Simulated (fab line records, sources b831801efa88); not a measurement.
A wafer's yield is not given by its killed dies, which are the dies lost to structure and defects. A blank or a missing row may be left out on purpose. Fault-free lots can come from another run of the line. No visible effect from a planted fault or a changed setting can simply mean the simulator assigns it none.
Problem report in the 8D (eight disciplines) form, filled by code | flow sky130 | the parts of the form that need people (team, actions taken, sign-off) are left out

## 1. THE PROBLEM
Mean SD_N_RS at SKY_SD_N_RS_MEAS_16: 70.07 ohm/sq over 6 wafers in 2 lots; fault-free wafers: 68.59 ohm/sq, standard deviation 0.12. That is +12 standard deviations from the usual mean.
The step: measures by four-point-probe.
Earliest sighting: wafer L535.2 on film_metro-02 at day 34 15:19. The record holds 33 wafers of 11 lots with a number at this step. Rule for "out", or "out of limits": more than 4 standard deviations from the usual mean. The other wafers with a number count as sound.

## 2. WHAT IT IS; WHAT IT IS NOT
question                    | is                           | is not
which readings at this step | SD_N_RS                      | -
which lots                  | L535, L536                   | L516, L518, L519, L523, L524, L525, L527, L533, L537
which wafers of those lots  | all that have a number       | -
read on which gauges        | film_metro-01, film_metro-02 | film_metro-03
when                        | from day 34 15:19            | up to then (24 sound wafers); but 3 sound wafers of L537 came after

## 3. SUSPECTS, AND WHAT RULES EACH OUT
Counting: a tool stays on the suspect list if, at a process step up to the reading, it processed all lots that are out and no sound lot following the first of them.
- the gauge at SKY_SD_N_RS_MEAS_16: ruled out. 2 gauges (film_metro-01, film_metro-02) read the wafers that are out.
- implanter-01 at SKY_SD_N_IMPLANT_09: kept. Every lot that is out went through it, starting with L535 (day 34 14:38), and after that it ran no sound lot; the last sound lot it ran before then is L533 (day 34 02:58).
After counting, what remains is implanter-01 at SKY_SD_N_IMPLANT_09.

## 4. THE CAUSE (what the simulator had put in)
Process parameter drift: implanter-01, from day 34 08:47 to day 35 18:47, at SKY_SD_N_IMPLANT_09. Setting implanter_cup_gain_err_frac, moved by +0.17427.
This tool alone remained once counting was done.

## 5. THE EFFECT CHAIN, in route order
Each row: a reading where the mean over the struck wafers with a number is more than 3 standard deviations away from the usual. Only readings for which the record gives a usual standard deviation are gone through. hours: the time from each lot's start at the first step in this table that gives one to its start at this step, as a median over the lots. sigmas: the change in usual standard deviations.
hours | step                | reading                  | usual        | on struck wafers | change | sigmas
0     | SKY_SD_N_STRIP_11   | strip_time_to_endpoint_s | 22.58 s      | 21.97            | -0.61  | -15
0     | SKY_SD_N_RS_MEAS_16 | SD_N_RS                  | 68.59 ohm/sq | 70.07            | +1.48  | +12
The process steps in it:
- SKY_SD_N_STRIP_11: strips in O2/N2.

## 6. HOW IT WOULD HAVE BEEN CAUGHT EARLIER
The first out-of-limits reading at a measuring or inspecting step in this record came at day 34 15:19, 7 hours after the fault's start at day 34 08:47.
Tool readings at SKY_SD_N_IMPLANT_09 with a usual standard deviation given in the record: none out on any struck wafer, hence no alarm at a limit of 4 standard deviations on them.
Among the 2 lots that are out, L536 began SKY_SD_N_IMPLANT_09 on implanter-01 after day 34 15:19. Holding the tool at that time would have saved it.
